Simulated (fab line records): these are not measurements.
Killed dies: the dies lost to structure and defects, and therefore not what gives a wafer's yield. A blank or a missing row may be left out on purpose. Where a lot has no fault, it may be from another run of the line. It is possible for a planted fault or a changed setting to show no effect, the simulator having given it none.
Struck lot and sound lot, side by side ; flow sky130 ; 44 steps out of a route of 708
Sound: the wafers L329.2, L329.4, L329.5. Struck: wafer L328.6 (L328.1, L328.4, from the same lot, were not struck and are left out); the cause is given at the end.
Order at every step that has rows: each side's tool, ch and its chambers, its first start. Under that, the readings that differ: sound wafers ; struck wafers ; difference of the means ; sigmas: that difference in standard deviations of wafers without a fault.
alike: readings whose means differ by less than 2 such deviations, and words and numbers that are the same on both sides. not compared: withheld readings, readings that some wafer has no value for, bounds like >300 that may hide the same value, and numbers for which the record gives no deviation and whose values overlap.
A row with sigmas, a row that says differs or no value, or rows on one side alone: a step with any of these is where the two part. When numbers do not overlap yet have no deviation, they are printed without sigmas and do not part them. A reading missing from all wafers of one side parts the sides only when that side holds two or more wafers.

first, 1 step without rows for these wafers: SKY_VIA3_ETCH_15 (etches SiO2 in C4F8/O2/Ar, stops on TiN, target depth 507 nm, time 78 s).
SKY_VIA3_STRIP_16: strips in O2/N2.
  sound on plasma_asher-03 ch 0, day 42 13:52; struck on plasma_asher-03 ch 1, day 42 08:47
  alike: drypump_motor_current_A, oes_product_au, strip_time_to_endpoint_s
  not compared: rf_hours_counter_h
then, 3 steps without rows for these wafers: SKY_VIA3_STRIP_17 (strips in post etch residue remover, time 1200 s); SKY_VIA3_CLEAN_18 (cleans in IPA, time 180 s); SKY_VIA3_CLEAN_19 (cleans in O3/DIW).
SKY_VIA3_SPUTTER_20: material TiN, target thk 20 nm, time 80 s.
  struck on pvd_sputter-04, day 42 09:22; sound on pvd_sputter-02, day 42 14:27
  alike: throttle_valve_pct
then, 1 step without rows for these wafers: SKY_VIA3_CVD_21 (deposits W, target thk 390 nm, time 117.31 s).
SKY_VIA3_RS_MEAS_22: measurement is done with a four-point probe.
  struck on film_metro-03, day 42 09:33; sound on film_metro-03, day 42 14:40
  alike: VIA3_W_RS
SKY_VIA3_THK_MEAS_23: measures by xrf.
  struck on film_metro-03, day 42 09:40; sound on film_metro-03, day 42 14:46
  alike: VIA3_W_THK
then, 3 steps without rows for these wafers: SKY_VIA3_CMP_24 (polishes, stops on SiO2, t overpolish 20 s, target thk 0 nm); SKY_METAL4_SPUTTER_00 (material Ti, target thk 15 nm, time 10 s); SKY_METAL4_SPUTTER_01 (material TiN, target thk 20 nm, time 16.7 s).
SKY_METAL4_SPUTTER_02: material AlCu, target thk 735 nm, time 39.1 s.
  struck on pvd_sputter-01, day 42 10:05; sound on pvd_sputter-04, day 42 15:10
reading;sound;struck;difference;sigmas
throttle_valve_pct (%);30.1 29.0 28.7;32.1;+2.8;+2
model.AlCu_of_METAL4_SPUTTER_02.thk_nm (nm);742.5 729.5 736.9;827.5;+91.2;
then, 1 step without rows for these wafers: SKY_METAL4_SPUTTER_03 (material Ti, target thk 5 nm, time 3.3 s).
SKY_METAL4_SPUTTER_04: material TiN, target thk 70 nm, time 58.3 s.
  struck on pvd_sputter-01, day 42 10:08; sound on pvd_sputter-04, day 42 15:13
reading;sound;struck;difference;sigmas
throttle_valve_pct (%);30.3 28.7 28.6;32.1;+2.9;+2
SKY_CAP2M_CVD_00: deposits SiO2, target thk 15.5 nm.
  sound on pecvd-04 ch 0,1,2, day 42 15:16; struck on pecvd-01 ch 1, day 42 10:11
  alike: heater_power_w
SKY_CAP2M_THK_MEAS_01:
  struck on film_metro-03, day 42 10:13; sound on film_metro-01, day 42 15:18
  alike: CAP2M_CVD_00_THK
then, 1 step without rows for these wafers: SKY_CAP2M_SPUTTER_02 (material TiN, target thk 200 nm, time 166.7 s).
SKY_CAP2M_RS_MEAS_03: measurement is done with a four-point probe.
  struck on film_metro-01, day 42 10:23; sound on film_metro-04, day 42 15:29
  alike: CAP2M_TIN_RS
SKY_CAP2M_THK_MEAS_04: measures by xrf.
  struck on film_metro-01, day 42 10:30; sound on film_metro-04, day 42 15:35
  alike: CAP2M_TIN_THK
then, 7 steps without rows for these wafers: SKY_CAP2M_DEHYDRATE_05 (time 60 s); SKY_CAP2M_HMDS_06 (prime time 60 s); SKY_CAP2M_COAT_07 (resist thk 1140 nm); SKY_CAP2M_SOFTBAKE_08 (time 60 s); SKY_CAP2M_EXPOSE_09 (exposes mask CAP2M, target cd 1000 nm); SKY_CAP2M_PEB_10; SKY_CAP2M_DEVELOP_11 (develop time 60 s).
SKY_CAP2M_OVL_MEAS_12:
  struck on overlay-02, day 43 09:08; sound on overlay-02, day 43 13:40
  alike: CAP2M_OVL
then, 1 step without rows for these wafers: SKY_CAP2M_METAL_ETCH_13 (etches TiN in Cl2/BCl3, stops on SiO2, target depth 220 nm, time 62.9 s).
SKY_CAP2M_STRIP_14: strips in O2/N2.
  sound on plasma_asher-01 ch 0,1, day 43 13:46; struck on plasma_asher-02 ch 0, day 43 09:14
  alike: drypump_motor_current_A, oes_product_au, strip_time_to_endpoint_s
  not compared: rf_hours_counter_h
then, 11 steps without rows for these wafers: SKY_CAP2M_STRIP_15 (strips in post etch residue remover, time 1200 s); SKY_CAP2M_CLEAN_16 (cleans in IPA, time 180 s); SKY_CAP2M_CLEAN_17 (cleans in O3/DIW); SKY_METAL4_DEHYDRATE_05 (time 60 s); SKY_METAL4_HMDS_06 (prime time 60 s); SKY_METAL4_COAT_07 (resist thk 60 nm); SKY_METAL4_COAT_08 (resist thk 1140 nm); SKY_METAL4_SOFTBAKE_09 (time 90 s); SKY_METAL4_EXPOSE_10 (exposes mask MM4, target cd 300 nm); SKY_METAL4_PEB_11; SKY_METAL4_DEVELOP_12 (develop time 60 s).
SKY_METAL4_CD_MEAS_13: the cd target is 300 nm.
  struck on cd_sem-01, day 44 08:14; sound on cd_sem-01, day 44 12:47
  alike: cd_nm
SKY_METAL4_METAL_ETCH_18: etches the open film in Cl2/BCl3, stops on SiO2, target depth 845 nm, time 183.1 s.
  sound on rie_metal-04 ch 0, day 44 13:05; struck on rie_metal-04 ch 0, day 44 08:32
reading;sound;struck;difference;sigmas
oes_product_au (a.u.);0.866 0.867 0.866;0.912;+0.046;+7
  alike: drypump_motor_current_A, throttle_valve_pct
  not compared: rf_hours_counter_h
-- the record jumps here: 4 days lie between the struck wafers' starts before and after (it left off in module METAL4 and takes up again in module PAD_OPEN, whose first step shown is number 708 of the route) --
SKY_PAD_OPEN_PROBE_99:
  struck on prober-02, day 48 00:54; sound on prober-01, day 48 04:54
reading;sound;struck;difference;sigmas
killed_at_front_end;12 8 18;23;+10;+2
model.etest.met4.line_ohm_um;0.1448 0.1441 0.1464;0.1288;-0.0163;
model.etest.met4.rs_ohm_sq;0.0426 0.04285 0.04315;0.03811;-0.00476;
  alike: defect_limited_yield, killed_at_M0_to_M3, killed_at_M4_up, killed_at_contacts, killed_at_other, killed_dies, killed_open, killed_short, sort_bin_3_pad_short, sort_bin_5_function, sort_bin_6_memory, sort_n_pass, sort_yield_pct

== WHERE THEY PART ==
First at SKY_METAL4_SPUTTER_02; last, within this record, at SKY_PAD_OPEN_PROBE_99.

WHY: the cause the simulator had injected
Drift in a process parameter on pvd_sputter-01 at SKY_METAL4_SPUTTER_02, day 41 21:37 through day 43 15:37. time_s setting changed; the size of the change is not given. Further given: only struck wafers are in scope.
